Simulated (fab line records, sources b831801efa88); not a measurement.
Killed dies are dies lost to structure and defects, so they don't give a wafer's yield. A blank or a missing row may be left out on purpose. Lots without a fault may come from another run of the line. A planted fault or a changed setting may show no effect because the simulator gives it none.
fab line records | flow sky130
record lots=6 wafers=18 last_day=51
route steps=708 shown RES_XHIGH@334 SD_N@342
lots that met no fault: from a run of the same line without faults
start_h: hours from the record's first day to the start of the lot's first wafer shown | wait_h: hours since the lot's step before | " the same as in the row above | L1.1+2: a row that stands for several wafers | - no value, or no start given | * or withheld: withheld | < > ~ a bound
route shown NAME@n: a module of which the file shows steps, and the number in the route of the first | usual: mean/standard deviation of fault-free wafers | same: alike in all rows | chamber/n: place in a boat | sites: the reading at each site | _std_site: their standard deviation | _edge_site: outer sites' mean less inner sites' | radius_mm: how far each site lies from the wafer's centre | mask NAME#n: copy n | behind: the tool/chamber that last shaped the wafer | hold: why the lot was held/for how many hours/how that ended | device: the transistor (n, p or np) that didn't switch | end of line: the same wafers' tests at the end of the route | a step without rows: its recipe alone | killed: dies lost to structure and defects at the first sort, not the wafer's yield | map: a wafer's dies, x killed, . not, _ none there
set.NAME: the setting as run; set.NAME@STEP: as run at that earlier step | model.NAME: the simulator's own value behind a step, which no gauge read
lots at some steps of the route; a table a step, a row a wafer
services: from which hour (start_h, from the record's first day; less than 0 if before it) a tool's chamber was out of use, for how many hours, and why
## steps
# step SKY_RES_XHIGH_COAT_02
# recipe resist=NOVOLAK spin_rpm=3000 resist_thk_nm=1140
# step SKY_RES_XHIGH_SOFTBAKE_03
# recipe temp_c=90 time_s=60 resist=NOVOLAK
# step SKY_RES_XHIGH_EXPOSE_04
# recipe mask_id=URPM na=0.6 source_shape=conventional sigma_outer=0.6 polarization=unpolarized target_cd_nm=1270 dose_mj=140
# step SKY_RES_XHIGH_PEB_05
# recipe temp_c=withheld time_s=* resist=NOVOLAK
# step SKY_RES_XHIGH_DEVELOP_06
# recipe resist=NOVOLAK developer=TMAH develop_time_s=60 dev_temp_c=23
# step SKY_RES_XHIGH_IMPLANT_07
# recipe species=BF2 energy_kev=20 dose_cm2=3.6e+14 tilt_deg=0
# step SKY_RES_XHIGH_STRIP_08
# recipe chemistry=O2/N2 power_w=1400 pressure_mtorr=1500 platen_temp_c=withheld o2_flow_sccm=3000 n2_flow_sccm=300 overash_fraction=0.5
# usual drypump_motor_current_A=5.5/0.49 oes_product_au=0.711/0.0046 strip_time_to_endpoint_s=14.27/0.035
# columns lot.wafer tool chamber start_h wait_h drypump_motor_current_A oes_product_au rf_hours_counter_h strip_time_to_endpoint_s
L313.3 plasma_asher-04 0 614.30 0.1 5.2 0.714 - 14.29
L313.5 " 1 " " 4.9 0.706 - 14.26
L313.6 " 0 " " 5.2 0.710 - 14.22
L323.1 plasma_asher-02 0 717.88 0.1 5.1 0.710 60 14.21
L323.2 " 1 " " 5.6 0.705 60 14.18
L323.5 " 1 " " 5.6 0.719 - 14.19
L325.3 plasma_asher-04 0 724.99 0.1 5.2 0.703 - 14.28
L325.4 " 1 " " 4.9 0.712 - 14.25
L325.5 " 1 " " 4.9 0.707 - 14.29
L331.3 plasma_asher-03 0 793.94 0.1 6.4 0.711 - 14.32
L331.4 " 1 " " 5.8 0.713 - 14.24
L331.5 " 1 " " 5.8 0.704 - 14.29
L335.3 plasma_asher-02 0 807.34 0.1 5.1 0.714 - 14.27
L335.4 " 1 " " 5.6 0.712 - 14.24
L335.6 " 0 " " 5.1 0.717 - 14.25
L334.1 plasma_asher-03 1 810.32 0.1 5.8 0.715 7 14.33
L334.2 " 0 " " 6.3 0.711 7 14.29
L334.3 " 1 " " 5.8 0.708 - 14.27
# step SKY_RES_XHIGH_TW_MEAS_09
# usual RES_XHIGH_TW=1630/15
# columns lot.wafer tool chamber start_h wait_h RES_XHIGH_TW
L313.3 film_metro-04 - 614.39 0.1 1650
L313.5 " - " " 1643
L313.6 " - " " 1649
L323.1 film_metro-02 - 717.98 0.1 1645
L323.2 " - " " 1632
L323.5 " - " " 1634
L325.3 film_metro-02 - 725.07 0.1 1619
L325.4 " - " " 1608
L325.5 " - " " 1613
L331.3 film_metro-02 - 794.02 0.1 1610
L331.4 " - " " 1604
L331.5 " - " " 1615
L335.3 film_metro-04 - 807.42 0.1 1652
L335.4 " - " " 1647
L335.6 " - " " 1652
L334.1 film_metro-02 - 810.42 0.1 1607
L334.2 " - " " 1603
L334.3 " - " " 1616
# step SKY_SD_N_DEHYDRATE_00
# recipe temp_c=200 time_s=60
# step SKY_SD_N_HMDS_01
# recipe prime_time_s=60 prime_temp_c=120
# step SKY_SD_N_COAT_02
# recipe resist=NOVOLAK spin_rpm=3000 resist_thk_nm=1140
# step SKY_SD_N_SOFTBAKE_03
# recipe temp_c=90 time_s=60 resist=NOVOLAK
# step SKY_SD_N_EXPOSE_04
# recipe mask_id=NSDM na=0.6 source_shape=conventional sigma_outer=0.6 polarization=unpolarized target_cd_nm=380 dose_mj=141
# usual exposure_dose_mJ_cm2=140.93/0.14 focus_offset_nm=0.2/0.47
# columns lot.wafer tool chamber start_h wait_h mask exposure_dose_mJ_cm2 focus_offset_nm
L313.3 iline_stepper-01 0 629.34 - NSDM#0 140.70 0.6
L313.5 " 0 " " NSDM#0 140.80 0.1
L313.6 " 0 " " NSDM#0 140.88 -0.3
L323.1 iline_stepper-02 - 731.63 - NSDM#0 - -
L323.2 " - " " NSDM#0 - -
L323.5 " - " " NSDM#0 - -
L325.3 iline_stepper-02 - 739.02 - NSDM#0 - -
L325.4 " - " " NSDM#0 - -
L325.5 " - " " NSDM#0 - -
L331.3 iline_stepper-01 0 807.26 - NSDM#0 140.76 -0.7
L331.4 " 0 " " NSDM#0 140.72 0.8
L331.5 " 0 " " NSDM#0 140.53 -0.2
L335.3 iline_stepper-02 0 820.57 - NSDM#0 141.02 0.1
L335.4 " 0 " " NSDM#0 140.89 0.1
L335.6 " 0 " " NSDM#0 140.99 0.6
L334.1 iline_stepper-02 0 823.90 - NSDM#0 140.84 0.3
L334.2 " 0 " " NSDM#0 140.83 0.4
L334.3 " 0 " " NSDM#0 140.89 -0.1
# step SKY_SD_N_PEB_05
# recipe temp_c=withheld time_s=* resist=NOVOLAK
## services
# columns tool chamber start_h hours kind
iline_stepper-02 - 607.39 4.4 pm
iline_stepper-01 - 615.74 5.7 repair
plasma_asher-04 - 636.08 14.6 pm
iline_stepper-02 - 655.09 1.7 pm
iline_stepper-02 - 662.99 1.0 repair
iline_stepper-01 0 664.19 - calibration
plasma_asher-04 - 681.00 2.8 pm
iline_stepper-01 - 681.80 1.7 pm
plasma_asher-03 - 693.75 2.8 repair
plasma_asher-02 - 712.92 1.5 repair
plasma_asher-03 - 733.75 9.0 pm
plasma_asher-03 0 733.75 9.0 vent_cycle
plasma_asher-03 1 733.75 9.0 vent_cycle
iline_stepper-02 0 739.57 - calibration
plasma_asher-03 0 742.75 - clean
plasma_asher-03 1 742.75 - clean
iline_stepper-01 - 812.34 4.4 pm
## key
first_sign step=SKY_SD_N_EXPOSE_04 reading=tool_record direction=missing
effect none on later readings
met_at SKY_SD_N_EXPOSE_04
struck_wafers L323.1,L323.2,L323.5,L325.3,L325.4,L325.5
sort_left_out L323.1,L323.2,L323.5,L325.3,L325.4,L325.5
tester_left_out L323,L325
fault kind=skipped_step_whole tool=iline_stepper-02 chamber=- onset_h=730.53 steps=SKY_SD_N_EXPOSE_04 scope=struck_lots_only
# tester_left_out: of these lots the tester's yield and bins aren't shown, on N5 and GAA mostly nor the transistor test; their killed dies are dies lost to structure and defects alone, not to doping, threshold or leakage, so they don't give the yield
# sort_left_out: the simulated sort isn't trusted on such a fault, so these wafers' sort isn't shown, and their yield isn't known
